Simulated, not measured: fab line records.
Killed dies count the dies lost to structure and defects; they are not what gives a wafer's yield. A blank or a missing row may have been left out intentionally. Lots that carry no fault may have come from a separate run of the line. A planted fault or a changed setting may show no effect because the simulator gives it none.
fab line records	flow gf180mcu
record lots=24	wafers=72	last-day=34
route steps=602 shown M1@319 M3@424 V3@446 V4@490 V5@541
lots that met no fault: taken from a fault-free run of the same line
start-h: hours from the record's opening day to when the first of the lot's shown wafers began	wait-h: time in hours since the lot's previous step	" as in the row above	L1.1+2: a single row standing in for several wafers	- no value, or no start was given	* or withheld: withheld	< > ~ a bound
route shown NAME@n: names a module that has steps shown in the file, with the first one's number in the route	usual: the fault-free wafers' mean and standard deviation	same: alike in all rows	chamber/n: place in a boat	sites: each site's reading	_std_site: the values' standard deviation	_edge_site: inner sites' mean taken away from outer sites' mean	radius-mm: for every site, how far away it sits from the centre of the wafer	mask NAME#n: copy n	behind: the last tool/chamber to shape the wafer	hold: cause of the lot's hold/its duration in hours/its outcome	device: the n, p or np transistor that did not switch	end of line: tests run on the same wafers once the route is complete	where a step has no rows: the recipe by itself	killed: the dies lost at the first sort to structure and to defects; this is not the yield of the wafer	map: shows each die of a wafer: x if killed, . if not, _ if none is there
set.NAME: setting as actually run; set.NAME@STEP: the setting as run at that earlier step	model.NAME: the simulator's own value behind a step, which no gauge read
the route's steps for a sample of lots (tables are steps, rows are wafers)
services: a tool's chamber out of use, with start hour (start-h, from the record's first day; less than 0 if before it), hours out, and reason
## steps
# step GF_M1_SPUTTER_04
# recipe material=TiN	target-thk-nm=50	power-w=6500	time-s=41.7	chamber-pressure-pa=0.4
# usual throttle-valve-pct=29.9/1
lot.wafer	tool	chamber	start-h	wait-h	throttle-valve-pct
L074.1	pvd-sputter-02	-	358.52	0.0	30.9
L074.5	"	-	"	"	30.0
L074.6	"	-	"	"	30.9
L075.2	pvd-sputter-01	-	373.99	0.0	30.1
L075.5	"	-	"	"	29.5
L075.6	"	-	"	"	30.1
L076.1	pvd-sputter-02	-	382.59	0.0	30.7
L076.2	"	-	"	"	29.5
L076.5	"	-	"	"	29.2
L077.1	pvd-sputter-04	-	386.27	0.0	28.8
L077.2	"	-	"	"	28.7
L077.3	"	-	"	"	30.4
L078.1	pvd-sputter-01	-	396.67	0.0	31.3
L078.4	"	-	"	"	30.3
L078.5	"	-	"	"	29.7
L079.1	pvd-sputter-01	-	402.13	0.0	30.0
L079.4	"	-	"	"	31.6
L079.6	"	-	"	"	29.9
L080.3	pvd-sputter-02	-	417.58	0.0	29.4
L080.4	"	-	"	"	31.8
L080.6	"	-	"	"	30.0
L081.2	pvd-sputter-01	-	425.28	0.0	29.6
L081.3	"	-	"	"	31.4
L081.5	"	-	"	"	30.1
L082.1	pvd-sputter-01	-	434.29	0.0	30.0
L082.4	"	-	"	"	29.3
L082.6	"	-	"	"	29.9
L083.1	pvd-sputter-04	-	441.53	0.0	30.0
L083.2	"	-	"	"	28.6
L083.3	"	-	"	"	28.7
L084.1	pvd-sputter-04	-	454.56	0.0	28.8
L084.3	"	-	"	"	30.4
L084.5	"	-	"	"	28.5
L085.1	pvd-sputter-04	-	458.89	0.0	30.4
L085.3	"	-	"	"	28.4
L085.5	"	-	"	"	28.6
L086.1	pvd-sputter-04	-	477.61	0.0	28.6
L086.5	"	-	"	"	28.7
L086.6	"	-	"	"	28.9
L087.1	pvd-sputter-02	-	489.21	0.0	30.9
L087.4	"	-	"	"	31.7
L087.5	"	-	"	"	30.8
L088.2	pvd-sputter-01	-	492.53	0.0	30.3
L088.4	"	-	"	"	30.2
L088.5	"	-	"	"	30.0
L089.1	pvd-sputter-04	-	498.13	0.0	29.0
L089.3	"	-	"	"	28.4
L089.5	"	-	"	"	29.0
L090.3	pvd-sputter-01	-	505.04	0.0	30.0
L090.5	"	-	"	"	29.8
L090.6	"	-	"	"	30.3
L091.3	pvd-sputter-02	-	516.89	0.0	30.9
L091.5	"	-	"	"	30.1
L091.6	"	-	"	"	31.6
L092.1	pvd-sputter-01	-	525.32	0.0	30.2
L092.2	"	-	"	"	30.0
L092.4	"	-	"	"	31.4
L093.1	pvd-sputter-04	-	531.95	0.0	28.6
L093.4	"	-	"	"	28.4
L093.5	"	-	"	"	30.5
L094.1	pvd-sputter-04	-	536.02	0.0	28.7
L094.2	"	-	"	"	28.5
L094.6	"	-	"	"	30.4
L095.1	pvd-sputter-02	-	547.42	0.0	30.2
L095.3	"	-	"	"	29.2
L095.6	"	-	"	"	30.8
L096.1	pvd-sputter-04	-	555.59	0.0	29.0
L096.4	"	-	"	"	28.6
L096.5	"	-	"	"	29.1
L097.1	pvd-sputter-01	-	562.17	0.0	29.6
L097.3	"	-	"	"	30.2
L097.5	"	-	"	"	31.3
# step GF_M3_OVL_MEAS_15
# usual M3_OVL=-2/5.4
lot.wafer	tool	chamber	start-h	wait-h	M3_OVL[nm]
L074.1	overlay-02	-	483.26	0.1	-4
L074.5	"	-	"	"	2
L074.6	"	-	"	"	5
L075.2	overlay-02	-	498.47	0.1	5
L075.5	"	-	"	"	-4
L075.6	"	-	"	"	3
L076.1	overlay-02	-	508.11	0.1	-7
L076.2	"	-	"	"	-10
L076.5	"	-	"	"	-3
L077.1	overlay-02	-	511.51	0.1	-9
L077.2	"	-	"	"	-2
L077.3	"	-	"	"	-7
L078.1	overlay-02	-	520.37	0.1	5
L078.4	"	-	"	"	3
L078.5	"	-	"	"	7
L079.1	overlay-01	-	527.91	0.1	4
L079.4	"	-	"	"	-7
L079.6	"	-	"	"	-2
L080.3	overlay-01	-	545.03	0.1	-11
L080.4	"	-	"	"	-5
L080.6	"	-	"	"	-2
L081.2	overlay-01	-	549.87	0.1	-10
L081.3	"	-	"	"	-12
L081.5	"	-	"	"	-4
L082.1	overlay-01	-	557.91	0.1	5
L082.4	"	-	"	"	0
L082.6	"	-	"	"	3
L083.1	overlay-01	-	561.97	0.1	-6
L083.2	"	-	"	"	-8
L083.3	"	-	"	"	1
L084.1	overlay-02	-	577.51	0.1	-5
L084.3	"	-	"	"	-4
L084.5	"	-	"	"	2
L085.1	overlay-02	-	579.72	0.1	-9
L085.3	"	-	"	"	-14
L085.5	"	-	"	"	-11
L086.1	overlay-01	-	598.21	0.1	3
L086.5	"	-	"	"	4
L086.6	"	-	"	"	7
L087.1	overlay-01	-	607.61	0.1	-8
L087.4	"	-	"	"	-1
L087.5	"	-	"	"	-4
L088.2	overlay-02	-	610.97	0.1	3
L088.4	"	-	"	"	9
L088.5	"	-	"	"	1
L089.1	overlay-01	-	615.56	0.1	-5
L089.3	"	-	"	"	-2
L089.5	"	-	"	"	-4
L090.3	overlay-01	-	622.03	0.1	2
L090.5	"	-	"	"	1
L090.6	"	-	"	"	-7
L091.3	overlay-02	-	631.27	0.1	-7
L091.5	"	-	"	"	-4
L091.6	"	-	"	"	0
L092.1	overlay-01	-	639.02	0.1	2
L092.2	"	-	"	"	5
L092.4	"	-	"	"	0
L093.1	overlay-02	-	645.32	0.1	-5
L093.4	"	-	"	"	-10
L093.5	"	-	"	"	-10
L094.1	overlay-02	-	649.36	0.1	2
L094.2	"	-	"	"	4
L094.6	"	-	"	"	8
L095.1	overlay-02	-	658.51	0.1	0
L095.3	"	-	"	"	7
L095.6	"	-	"	"	4
L096.1	overlay-01	-	664.97	0.1	-5
L096.4	"	-	"	"	-4
L096.5	"	-	"	"	-6
L097.1	overlay-02	-	671.12	0.1	-1
L097.3	"	-	"	"	2
L097.5	"	-	"	"	1
# step GF_V3_ETCH_17
# recipe chemistry=C4F8/O2/Ar	mask-material=KrF	target=SiO2	stop-on=TiN	source-w=1500	bias-w=1200	pressure-mtorr=40	c4f8-flow-sccm=withheld	O2_flow_sccm=6	Ar_flow_sccm=300	time-s=withheld	target-depth-a=6350
# usual oes-product-au=0.846/0.0045
lot.wafer	tool	chamber	start-h	wait-h	oes-product-au
L074.1	rie-diel-04	3	-	-	0.845
L074.5	"	3	"	"	0.843
L074.6	"	1	"	"	0.848
L075.2	rie-diel-03	0	-	-	0.841
L075.5	"	3	"	"	0.847
L075.6	"	2	"	"	0.850
L076.1	rie-diel-02	0	-	-	0.849
L076.2	"	2	"	"	0.853
L076.5	"	0	"	"	0.850
L077.1	rie-diel-03	3	-	-	0.839
L077.2	"	1	"	"	0.851
L077.3	"	2	"	"	0.845
L078.1	rie-diel-02	0	-	-	0.844
L078.4	"	1	"	"	0.835
L078.5	"	0	"	"	0.846
L079.1	rie-diel-04	1	-	-	0.853
L079.4	"	3	"	"	0.843
L079.6	"	1	"	"	0.844
L080.3	rie-diel-03	0	-	-	0.853
L080.4	"	3	"	"	0.845
L080.6	"	1	"	"	0.842
L081.2	rie-diel-04	2	-	-	0.842
L081.3	"	0	"	"	0.849
L081.5	"	3	"	"	0.846
L082.1	rie-diel-02	0	-	-	0.836
L082.4	"	3	"	"	0.842
L082.6	"	1	"	"	0.844
L083.1	rie-diel-04	0	-	-	0.849
L083.2	"	2	"	"	0.851
L083.3	"	3	"	"	0.848
L084.1	rie-diel-04	3	-	-	0.851
L084.3	"	0	"	"	0.845
L084.5	"	2	"	"	0.842
L085.1	rie-diel-03	2	-	-	0.847
L085.3	"	0	"	"	0.843
L085.5	"	1	"	"	0.838
L086.1	rie-diel-03	0	-	-	0.848
L086.5	"	0	"	"	0.843
L086.6	"	3	"	"	0.838
L087.1	rie-diel-03	0	-	-	0.850
L087.4	"	2	"	"	0.851
L087.5	"	0	"	"	0.847
L088.2	rie-diel-03	1	-	-	0.844
L088.4	"	2	"	"	0.847
L088.5	"	2	"	"	0.848
L089.1	rie-diel-02	1	-	-	0.853
L089.3	"	0	"	"	0.844
L089.5	"	0	"	"	0.853
L090.3	rie-diel-04	2	-	-	0.845
L090.5	"	0	"	"	0.855
L090.6	"	3	"	"	0.838
L091.3	rie-diel-04	0	-	-	0.846
L091.5	"	3	"	"	0.845
L091.6	"	2	"	"	0.851
L092.1	rie-diel-02	2	-	-	0.843
L092.2	"	3	"	"	0.846
L092.4	"	1	"	"	0.843
L093.1	rie-diel-02	1	-	-	0.844
L093.4	"	0	"	"	0.837
L093.5	"	0	"	"	0.847
L094.1	rie-diel-04	1	-	-	0.842
L094.2	"	3	"	"	0.844
L094.6	"	0	"	"	0.843
L095.1	rie-diel-04	0	-	-	0.848
L095.3	"	3	"	"	0.840
L095.6	"	1	"	"	0.844
L096.1	rie-diel-04	0	-	-	0.857
L096.4	"	1	"	"	0.848
L096.5	"	3	"	"	0.839
L097.1	rie-diel-02	0	-	-	0.847
L097.3	"	2	"	"	0.846
L097.5	"	3	"	"	0.848
# step GF_V4_CD_MEAS_14
# recipe target-cd-nm=260
# usual cd-nm=259.8/1.3
lot.wafer	tool	chamber	start-h	wait-h	cd-nm
L074.1	cd-sem-01	-	557.24	0.1	260.4
L074.5	"	-	"	"	260.2
L074.6	"	-	"	"	259.6
L075.2	cd-sem-02	-	570.37	0.1	259.7
L075.5	"	-	"	"	260.3
L075.6	"	-	"	"	260.4
L076.1	cd-sem-02	-	579.89	0.1	257.5
L076.2	"	-	"	"	259.2
L076.5	"	-	"	"	257.5
L077.1	cd-sem-01	-	583.39	0.1	260.2
L077.2	"	-	"	"	258.8
L077.3	"	-	"	"	260.6
L078.1	cd-sem-02	-	591.23	0.1	260.1
L078.4	"	-	"	"	259.1
L078.5	"	-	"	"	259.7
L079.1	cd-sem-02	-	598.55	0.1	260.5
L079.4	"	-	"	"	260.8
L079.6	"	-	"	"	260.1
L080.3	cd-sem-01	-	612.97	0.1	259.5
L080.4	"	-	"	"	260.0
L080.6	"	-	"	"	259.9
L081.2	cd-sem-02	-	618.41	0.1	258.5
L081.3	"	-	"	"	259.0
L081.5	"	-	"	"	259.5
L082.1	cd-sem-01	-	625.53	0.1	257.9
L082.4	"	-	"	"	259.2
L082.6	"	-	"	"	259.3
L083.1	cd-sem-01	-	629.89	0.1	259.3
L083.2	"	-	"	"	260.1
L083.3	"	-	"	"	260.0
L084.1	cd-sem-01	-	643.59	0.1	260.0
L084.3	"	-	"	"	257.9
L084.5	"	-	"	"	259.6
L085.1	cd-sem-02	-	646.39	0.1	259.9
L085.3	"	-	"	"	258.6
L085.5	"	-	"	"	258.4
L086.1	cd-sem-02	-	663.18	0.1	259.1
L086.5	"	-	"	"	259.5
L086.6	"	-	"	"	261.1
L087.1	cd-sem-01	-	671.70	0.1	260.1
L087.4	"	-	"	"	259.9
L087.5	"	-	"	"	260.3
L088.2	cd-sem-02	-	675.31	0.1	260.4
L088.4	"	-	"	"	261.7
L088.5	"	-	"	"	260.2
L089.1	cd-sem-01	-	678.91	0.1	261.6
L089.3	"	-	"	"	262.1
L089.5	"	-	"	"	262.5
L090.3	cd-sem-02	-	684.69	0.1	258.8
L090.5	"	-	"	"	260.1
L090.6	"	-	"	"	259.7
L091.3	cd-sem-02	-	692.99	0.1	260.9
L091.5	"	-	"	"	261.6
L091.6	"	-	"	"	261.1
L092.1	cd-sem-02	-	700.54	0.1	257.3
L092.2	"	-	"	"	256.9
L092.4	"	-	"	"	256.9
L093.1	cd-sem-02	-	706.84	0.1	260.4
L093.4	"	-	"	"	260.9
L093.5	"	-	"	"	261.7
L094.1	cd-sem-01	-	710.84	0.1	259.0
L094.2	"	-	"	"	258.5
L094.6	"	-	"	"	258.9
L095.1	cd-sem-01	-	719.19	0.1	260.2
L095.3	"	-	"	"	259.4
L095.6	"	-	"	"	258.8
L096.1	cd-sem-01	-	724.99	0.1	258.4
L096.4	"	-	"	"	257.4
L096.5	"	-	"	"	259.3
L097.1	cd-sem-02	-	731.14	0.1	261.5
L097.3	"	-	"	"	262.5
L097.5	"	-	"	"	261.7
# step GF_V5_THK_MEAS_01
# recipe reads=SiO2_of_V5_CVD_00
# usual V5_CVD_00_THK=301/3.6
lot.wafer	tool	chamber	start-h	wait-h	V5_CVD_00_THK[nm]
L074.1	film-metro-02	-	603.71	0.0	300
L074.5	"	-	"	"	303
L074.6	"	-	"	"	300
L075.2	film-metro-02	-	615.44	0.0	302
L075.5	"	-	"	"	308
L075.6	"	-	"	"	303
L076.1	film-metro-02	-	624.98	0.0	303
L076.2	"	-	"	"	304
L076.5	"	-	"	"	307
L077.1	film-metro-03	-	627.89	0.0	294
L077.2	"	-	"	"	295
L077.3	"	-	"	"	296
L078.1	film-metro-03	-	635.30	0.0	307
L078.4	"	-	"	"	305
L078.5	"	-	"	"	302
L079.1	film-metro-03	-	642.59	0.0	301
L079.4	"	-	"	"	300
L079.6	"	-	"	"	297
L080.3	film-metro-01	-	656.44	0.0	296
L080.4	"	-	"	"	298
L080.6	"	-	"	"	295
L081.2	film-metro-01	-	661.66	0.0	309
L081.3	"	-	"	"	303
L081.5	"	-	"	"	302
L082.1	film-metro-02	-	668.02	0.0	299
L082.4	"	-	"	"	307
L082.6	"	-	"	"	307
L083.1	film-metro-02	-	672.42	0.0	299
L083.2	"	-	"	"	299
L083.3	"	-	"	"	299
L084.1	film-metro-03	-	685.53	0.0	303
L084.3	"	-	"	"	299
L084.5	"	-	"	"	306
L085.1	film-metro-03	-	688.95	0.0	294
L085.3	"	-	"	"	298
L085.5	"	-	"	"	296
L086.1	film-metro-03	-	703.64	0.0	301
L086.5	"	-	"	"	307
L086.6	"	-	"	"	306
L087.1	film-metro-01	-	711.93	0.0	295
L087.4	"	-	"	"	298
L087.5	"	-	"	"	299
L088.2	film-metro-03	-	715.44	0.1	294
L088.4	"	-	"	"	295
L088.5	"	-	"	"	296
L089.1	film-metro-01	-	718.52	0.0	296
L089.3	"	-	"	"	301
L089.5	"	-	"	"	302
L090.3	film-metro-01	-	724.60	0.0	298
L090.5	"	-	"	"	301
L090.6	"	-	"	"	302
L091.3	film-metro-01	-	731.59	0.0	303
L091.5	"	-	"	"	305
L091.6	"	-	"	"	304
L092.1	film-metro-01	-	739.23	0.0	301
L092.2	"	-	"	"	300
L092.4	"	-	"	"	300
L093.1	film-metro-02	-	745.10	0.0	303
L093.4	"	-	"	"	303
L093.5	"	-	"	"	307
L094.1	film-metro-03	-	748.45	0.0	304
L094.2	"	-	"	"	304
L094.6	"	-	"	"	303
L095.1	film-metro-03	-	756.36	0.0	302
L095.3	"	-	"	"	304
L095.6	"	-	"	"	305
L096.1	film-metro-01	-	761.62	0.1	303
L096.4	"	-	"	"	302
L096.5	"	-	"	"	299
L097.1	film-metro-01	-	767.35	0.0	297
L097.3	"	-	"	"	295
L097.5	"	-	"	"	300
# step GF_V5_THK_MEAS_03
# recipe reads=SiO2_of_V5_CVD_02
# usual V5_CVD_02_THK=1441/21
lot.wafer	tool	chamber	start-h	wait-h	V5_CVD_02_THK[nm]
L074.1	film-metro-01	-	603.93	0.1	1434
L074.5	"	-	"	"	1457
L074.6	"	-	"	"	1449
L075.2	film-metro-03	-	615.66	0.1	1434
L075.5	"	-	"	"	1447
L075.6	"	-	"	"	1482
L076.1	film-metro-03	-	625.15	0.1	1438
L076.2	"	-	"	"	1436
L076.5	"	-	"	"	1468
L077.1	film-metro-02	-	628.06	0.1	1436
L077.2	"	-	"	"	1431
L077.3	"	-	"	"	1472
L078.1	film-metro-02	-	635.52	0.1	1430
L078.4	"	-	"	"	1451
L078.5	"	-	"	"	1454
L079.1	film-metro-01	-	642.81	0.1	1425
L079.4	"	-	"	"	1435
L079.6	"	-	"	"	1445
L080.3	film-metro-02	-	656.61	0.1	1442
L080.4	"	-	"	"	1486
L080.6	"	-	"	"	1448
L081.2	film-metro-01	-	661.82	0.1	1421
L081.3	"	-	"	"	1419
L081.5	"	-	"	"	1453
L082.1	film-metro-03	-	668.18	0.1	1412
L082.4	"	-	"	"	1416
L082.6	"	-	"	"	1460
L083.1	film-metro-03	-	672.59	0.1	1415
L083.2	"	-	"	"	1414
L083.3	"	-	"	"	1416
L084.1	film-metro-02	-	685.70	0.1	1448
L084.3	"	-	"	"	1458
L084.5	"	-	"	"	1452
L085.1	film-metro-03	-	689.12	0.1	1410
L085.3	"	-	"	"	1425
L085.5	"	-	"	"	1443
L086.1	film-metro-01	-	703.81	0.1	1455
L086.5	"	-	"	"	1493
L086.6	"	-	"	"	1476
L087.1	film-metro-03	-	712.09	0.1	1452
L087.4	"	-	"	"	1483
L087.5	"	-	"	"	1474
L088.2	film-metro-01	-	715.61	0.1	1437
L088.4	"	-	"	"	1444
L088.5	"	-	"	"	1436
L089.1	film-metro-03	-	718.69	0.1	1436
L089.3	"	-	"	"	1419
L089.5	"	-	"	"	1440
L090.3	film-metro-03	-	724.77	0.1	1403
L090.5	"	-	"	"	1426
L090.6	"	-	"	"	1439
L091.3	film-metro-03	-	731.75	0.1	1445
L091.5	"	-	"	"	1429
L091.6	"	-	"	"	1446
L092.1	film-metro-02	-	739.40	0.1	1452
L092.2	"	-	"	"	1436
L092.4	"	-	"	"	1466
L093.1	film-metro-03	-	745.26	0.1	1402
L093.4	"	-	"	"	1452
L093.5	"	-	"	"	1456
L094.1	film-metro-02	-	748.61	0.1	1405
L094.2	"	-	"	"	1437
L094.6	"	-	"	"	1448
L095.1	film-metro-03	-	756.53	0.1	1410
L095.3	"	-	"	"	1427
L095.6	"	-	"	"	1439
L096.1	film-metro-02	-	761.78	0.1	1404
L096.4	"	-	"	"	1430
L096.5	"	-	"	"	1434
L097.1	film-metro-03	-	767.51	0.1	1417
L097.3	"	-	"	"	1412
L097.5	"	-	"	"	1431
## services
tool	chamber	start-h	hours	kind
rie-diel-04	-	361.30	0.7	repair
rie-diel-02	3	377.70	7.8	repair
rie-diel-02	1	392.74	2.8	repair
rie-diel-04	-	425.42	14.6	pm
rie-diel-03	3	427.50	4.2	repair
pvd-sputter-01	-	442.92	7.8	repair
rie-diel-04	-	473.70	2.1	repair
rie-diel-04	-	488.37	1.2	repair
pvd-sputter-02	-	499.78	7.5	repair
pvd-sputter-01	-	505.20	2.9	repair
rie-diel-03	-	506.17	0.4	repair
rie-diel-04	2	506.78	10.9	repair
rie-diel-03	2	508.69	7.9	repair
pvd-sputter-01	-	535.17	1.9	repair
rie-diel-04	0	537.85	13.1	repair
rie-diel-03	2	539.11	3.4	repair
rie-diel-04	1	589.23	11.7	repair
rie-diel-03	3	594.67	5.2	repair
rie-diel-02	2	596.75	1.4	repair
pvd-sputter-02	-	619.51	12.8	repair
rie-diel-02	2	637.39	2.9	repair
rie-diel-04	2	640.61	1.8	repair
rie-diel-02	-	654.51	2.8	pm
rie-diel-04	2	670.08	32.9	repair
## key
fault none
